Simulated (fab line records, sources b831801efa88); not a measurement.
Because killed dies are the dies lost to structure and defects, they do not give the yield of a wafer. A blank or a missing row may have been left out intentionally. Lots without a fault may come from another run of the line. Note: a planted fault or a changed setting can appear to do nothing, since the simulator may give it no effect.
Split-lot trial ; flow sky130 ; route with 708 steps; 5 lots, 23 wafers read

== SPLIT DETAILS ==
At SKY_SD_P_DEVELOP_06 (develop time 60 s), the setting devTempC was moved away from the recipe's 23 C on 10 of the 23 wafers read, by -7.0% to +13.5%. For the rest of the wafers, this setting stayed at what the recipe calls for.

Between the split and the reading, the file records no step.

== THE READING ==
cdNm, in nm, at SKY_SD_P_CD_MEAS_07 (target cd 380 nm). Typical for fault-free wafers on this fab line: 380.6 nm, with standard deviation 2.4 nm.

wafer;tool, chamber at the split;devTempC as run, C;against the recipe;cdNm, nm;against lot-mates on the recipe
L075.1;lithoTrack-03, 0;21.4;-7.0%;383.9;+3.2
L075.2;lithoTrack-03, 0;23;recipe;381.8;-
L075.4;lithoTrack-03, 0;23;recipe;379.7;-
L075.5;lithoTrack-03, 0;23;recipe;380.6;-
L075.6;lithoTrack-03, 0;21.4;-7.0%;387.3;+6.6
L076.2;lithoTrack-01, 0;23;recipe;377.7;-
L076.5;lithoTrack-01, 0;23;recipe;381.2;-
L076.6;lithoTrack-01, 0;23;recipe;381.5;-
L081.1;lithoTrack-03, 0;23;recipe;382.7;-
L081.2;lithoTrack-03, 0;26.11;+13.5%;372.4;-11.4
L081.3;lithoTrack-03, 0;26.11;+13.5%;373.8;-10.0
L081.4;lithoTrack-03, 0;23;recipe;384.9;-
L081.5;lithoTrack-03, 0;26.11;+13.5%;372.5;-11.3
L083.1;lithoTrack-02, 0;24.71;+7.4%;377.0;-5.2
L083.2;lithoTrack-02, 0;24.71;+7.4%;379.6;-2.6
L083.3;lithoTrack-02, 0;23;recipe;382.1;-
L083.4;lithoTrack-02, 0;23;recipe;380.8;-
L083.6;lithoTrack-02, 0;23;recipe;383.6;-
L085.1;lithoTrack-01, 0;21.44;-6.8%;384.9;+5.9
L085.3;lithoTrack-01, 0;21.44;-6.8%;384.9;+5.9
L085.4;lithoTrack-01, 0;23;recipe;379.0;-
L085.5;lithoTrack-01, 0;21.44;-6.8%;383.2;+4.2
L085.6;lithoTrack-01, 0;23;recipe;378.9;-

FIT RESULTS
A straight line over all 23 wafers: cdNm changes by -0.563 nm for each +1% of devTempC; r = -0.90; the points scatter about the line by 1.8 nm.
The same after taking each lot's own level away (the mean of its wafers on the recipe; 23 wafers): -0.759 nm for each +1%; r = -0.96; scatter 1.3 nm.
That fit puts the effect of the largest move of devTempC on the reading at 10 nm.
The span of the lots' own levels, 378.95 to 383.80 nm, comes to 2.0 times the standard deviation stated above.
Hence the slope depends on the lot-to-lot level, as the two fits are not the same.
Check: with one of the wafers moved furthest among these (+13.5%) left out of the fit, the line predicts -9.85 nm for it against its lot-mates. Against them it came out at -11.4 nm.

== THESE WAFERS: OTHER SPLITS ==
These wafers also went through other splits before the reading. Each is held against what the fit with the lots' levels taken away leaves over:
other split on the same wafers;wafers away from the commonest value;r with cdNm (lot level and that fit taken away)
SKY_POLY_CUT_COAT_02 resistThkNm;7;+0.09
SKY_POLY_CUT_ETCH_10 biasW;11;-0.01

== FILE'S OWN FIT ==
cdNm changes by -0.744 nm for each +1% of devTempC, r = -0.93.
